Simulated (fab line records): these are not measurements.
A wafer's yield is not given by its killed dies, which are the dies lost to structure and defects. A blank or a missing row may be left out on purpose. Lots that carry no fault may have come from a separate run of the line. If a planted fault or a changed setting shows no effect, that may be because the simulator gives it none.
Code-filled problem report in 8D (eight disciplines) form -- flow gf180mcu -- the parts of the form that need people (team, actions taken, sign-off) are left out

1. WHAT WENT WRONG
Mean VT_IMPLANT_2_TW at GF_VT_IMPLANT_TW_MEAS_21: 917 over 6 wafers in 2 lots; fault-free wafers: 1215, standard deviation 6.4. That is -47 standard deviations from the usual mean.
Earliest sighting: wafer L922.2 on film metro-04 at day 7 23:40. Wafers with a number at this step in the record: 36, from 12 lots. Rule for "out", or "out of limits": more than 4 standard deviations from the usual mean. All remaining wafers that have a number are taken as sound.

2. WHAT IT IS, WHAT IT ISN'T
question,is,is not
which readings at this step,VT_IMPLANT_2_TW,-
which lots,"L922, L927","L916, L924, L929, L930, L931, L932, L933, L935, L937, L939"
which wafers of those lots,all that have a number,-
read on which gauges,"film metro-02, film metro-04",film metro-03
when,from day 7 23:40,"up to then (3 sound wafers); but 27 sound wafers of L924, L929, L930, L931, L932, L933, L935, L937, L939 came after"

3. THE SUSPECTS, EACH WITH WHAT RULES IT OUT
Counting: a tool at a process step up to the reading stays a suspect if it ran every lot that is out and no sound lot after the first of them.
- ruled out: the gauge at GF_VT_IMPLANT_TW_MEAS_21. The wafers that are out were read on 2 gauges (film metro-02, film metro-04).
- implanter-02 at GF_VT_IMPLANT_IMPLANT_19: kept. It ran every lot that is out, first L922 (day 7 23:26), and no sound lot after that; its last sound lot up to then is L916 (day 6 05:59). Its own readings are out on those wafers: dose ions cm2, faraday current uA.
After counting, what remains is implanter-02 at GF_VT_IMPLANT_IMPLANT_19.

4. THE CAUSE (what the simulator had put in)
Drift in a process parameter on implanter-02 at GF_VT_IMPLANT_IMPLANT_19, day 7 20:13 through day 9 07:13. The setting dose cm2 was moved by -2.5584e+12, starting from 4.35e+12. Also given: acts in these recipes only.
This tool alone remained once counting was done.

5. SEQUENCE OF EFFECTS, ordered by route
Each row: a reading whose mean over the struck wafers that have a number lies more than 3 standard deviations from the usual. Readings are gone through only where the record gives a usual standard deviation; hours: the median, over the lots, of the time from a lot's start at the first step in this table giving one to that lot's start at this step; sigmas: the change measured in usual standard deviations.
hours,step,reading,usual,on struck wafers,change,sigmas
0,GF_VT_IMPLANT_IMPLANT_19,dose ions cm2,4.35e+12,1.79e+12,-2.56e+12,-99 or more
0,GF_VT_IMPLANT_IMPLANT_19,faraday current uA,24.5,10.1,-14.4,-27
0,GF_VT_IMPLANT_TW_MEAS_21,VT_IMPLANT_2_TW,1215,917,-298,-47
Here are the process steps it includes:
- GF_VT_IMPLANT_IMPLANT_19
Later measuring or inspecting steps at which every struck wafer that the step has a row for has a number for every such reading, and none has moved that far: GF_VT_IMPLANT_OVL_MEAS_29.

6. HOW IT WOULD HAVE BEEN CAUGHT EARLIER
The first out-of-limits reading at a measuring or inspecting step in this record came at day 7 23:40, 3 hours after the fault's start at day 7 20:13.
The tool's own readings at GF_VT_IMPLANT_IMPLANT_19 were out on every struck wafer that the step has a row for (dose ions cm2, faraday current uA): an alarm limit on them would have fired on the first of those.
Lots out: 2; of these, L927 started GF_VT_IMPLANT_IMPLANT_19 on implanter-02 after day 7 23:40. Putting the tool on hold at that point would have spared it.
